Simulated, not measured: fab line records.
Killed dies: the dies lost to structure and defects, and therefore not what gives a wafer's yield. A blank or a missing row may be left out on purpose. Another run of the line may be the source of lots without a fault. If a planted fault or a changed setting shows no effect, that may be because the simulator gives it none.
Which tool did it?	flow gf180mcu	12 lots, 36 wafers sampled, at 4 steps of a route of 602

## WHAT EACH GAUGE READ, for each wafer
GF_MVPSD_OVL_MEAS_07. Usual: MVPSD_OVL 0.0 nm, standard deviation 1.1.
lot	measured	on	MVPSD_OVL (nm)	flag
L418	day 5 06:07	overlay-02	-0.3 0.3 -0.7	
L420	day 5 15:14	overlay-01	-1.3 1.0 0.1	
L421	day 5 23:41	overlay-01	0.4 0.2 1.0	
L425	day 6 23:30	overlay-01	-1.8 0.4 -1.1	
L426	day 7 06:11	overlay-01	-0.9 1.0 0.3	
L427	day 7 13:42	overlay-02	0.4 -1.0 0.9	
L429	day 7 23:14	overlay-02	-0.3 -0.5 -0.6	
L430	day 8 06:09	overlay-01	-1.5 -2.4 -0.5	
L431	day 8 09:21	overlay-02	0.1 1.8 1.5	
L432	day 8 17:47	overlay-02	0.3 1.5 0.5	
L439	day 10 12:41	overlay-01	1.1 2.5 -0.2	
L440	day 10 17:48	overlay-01	1.2 2.6 1.7	

GF_VT_IMPLANT_RS_MEAS_46: the measuring method here is four-point-probe. Usual: MVSD_RS 456.6 ohm/sq, standard deviation 1.1.
lot	measured	on	MVSD_RS (ohm/sq)	flag
L418	day 7 18:56	film-metro-02	457.6 457.8 456.4	
L420	day 8 05:53	film-metro-01	456.1 456.0 456.5	
L421	day 8 14:31	film-metro-01	458.0 455.0 456.2	
L425	day 9 16:28	film-metro-02	458.0 457.0 457.5	
L426	day 9 23:41	film-metro-01	455.9 454.1 454.7	
L427	day 10 08:38	film-metro-03	456.2 458.2 458.3	
L429	day 10 19:51	film-metro-02	455.4 457.3 456.9	
L430	day 11 03:57	film-metro-01	456.1 456.6 455.9	
L431	day 11 09:54	film-metro-02	456.9 456.9 457.5	
L432	day 11 19:01	film-metro-02	456.5 455.8 455.2	
L439	day 13 18:32	film-metro-03	458.2 457.7 459.2	
L440	day 14 01:45	film-metro-02	455.7 457.1 456.3	

GF_DUAL_GATE_THK_MEAS_03. Usual: DUAL_GATE_OXIDATION_00_THK 10.86 nm, standard deviation 0.2.
lot	measured	on	DUAL_GATE_OXIDATION_00_THK (nm)	flag
L418	day 7 22:04	film-metro-01	11.01 11.01 10.96	
L420	day 8 08:01	film-metro-04	10.91 11.17 10.97	
L421	day 8 19:55	film-metro-02	10.71 10.65 10.94	
L425	day 9 18:37	film-metro-01	11.14 11.11 11.06	
L426	day 10 01:58	film-metro-01	10.66 10.84 10.70	
L427	day 10 11:58	film-metro-01	10.72 10.68 10.82	
L429	day 10 21:58	film-metro-01	10.71 10.54 10.60	
L430	day 11 06:04	film-metro-04	10.08 10.18 10.08	OFF
L431	day 11 12:58	film-metro-01	10.06 10.00 10.00 10.06 9.98 10.01	OFF
L432	day 11 21:08	film-metro-01	10.67 10.63 10.85	
L439	day 13 22:13	film-metro-02	11.01 11.24 10.95	
L440	day 14 03:52	film-metro-01	10.60 10.61 10.73	

## WHAT TOOL EACH LOT RAN ON (gives the tool, then ch and the chambers of the sampled wafers, and finally the start)
lot	GF_DUAL_GATE_OXIDATION_02
L418	furnace-01 ch 0, day 7 20:34
L420	furnace-02 ch 0, day 8 06:34
L421	furnace-01 ch 0, day 8 18:29
L425	furnace-02 ch 0, day 9 17:10
L426	furnace-01 ch 0, day 10 00:31
L427	furnace-01 ch 0, day 10 10:31
L429	furnace-01 ch 0, day 10 20:31
L430	furnace-01 ch 0, day 11 04:37
L431	furnace-01 ch 0, day 11 11:31
L432	furnace-02 ch 0, day 11 19:40
L439	furnace-02 ch 0, day 13 20:46
L440	furnace-01 ch 0, day 14 02:25
- GF_DUAL_GATE_OXIDATION_02: stabilise 600 s, purge 300 s, target thk 10.887 nm.

## WHAT THE TOOLS THEMSELVES READ (means of the sampled wafers that have a number; where no wafer has one, the mark that the record gives instead)
GF_DUAL_GATE_OXIDATION_02. Usual: spike-tc-centre-C 899.8 C, standard deviation 1.3; spike-tc-lower-C 900.9 C, standard deviation 1.4; spike-tc-upper-C 899.6 C, standard deviation 1; tube-center-temp-C 900 C, standard deviation 0.073; tube_center_temp_C_max 902.3, standard deviation 0.35.
lot	tool	spike-tc-centre-C (C)	spike-tc-lower-C (C)	spike-tc-upper-C (C)	tube-center-temp-C (C)	tube_center_temp_C_max	flag
L418	furnace-01	898.2	901.0	898.2	900	901.9	
L420	furnace-02	901.2	901.6	900.0	900	902.3	
L421	furnace-01	899.5	900.0	900.1	900	902.5	
L425	furnace-02	900.8	900.8	900.8	900	902.5	
L426	furnace-01	900.4	901.4	898.6	900	902.4	
L427	furnace-01	899.0	900.9	900.3	900	902.4	
L429	furnace-01	899.1	899.7	899.5	900	902.4	
L430	furnace-01	892.8	894.6	893.3	894	896.5	OFF
L431	furnace-01	894.7	894.7	893.3	894	896.8	OFF
L432	furnace-02	901.0	902.1	900.0	900	902.3	
L439	furnace-02	900.8	900.9	899.1	900	902.0	
L440	furnace-01	898.4	900.6	900.1	900	902.0	

## THE ANSWER, worked out from the rows above alone
Rule: lot off if the mean of its wafers having a number is beyond 3 standard deviations from the usual mean. Also off: a lot with no number at a reading for which 4 or more lots have one. Where the step has rows for the other lots, those lots are counted as sound. After the gauges, taken in route order, come the tools' own readings; for these a lot's mean is taken, as printed above. The first step at which some lot is off is used, and at that step the reading that is off furthest; a lot without a number counts as furthest.
Off: L430, L431, seen at GF_DUAL_GATE_THK_MEAS_03 (DUAL_GATE_OXIDATION_00_THK).
A tool fits if, at a process step before that reading, it ran every lot that is off, and no sound lot after the first of them. The gauges at GF_DUAL_GATE_THK_MEAS_03 aren't tried: what is off there is off at GF_DUAL_GATE_OXIDATION_02 too, on other tools, and a gauge's error can't cause that. None of those tried fits.

## WHAT HAD BEEN PUT IN BY THE SIMULATOR
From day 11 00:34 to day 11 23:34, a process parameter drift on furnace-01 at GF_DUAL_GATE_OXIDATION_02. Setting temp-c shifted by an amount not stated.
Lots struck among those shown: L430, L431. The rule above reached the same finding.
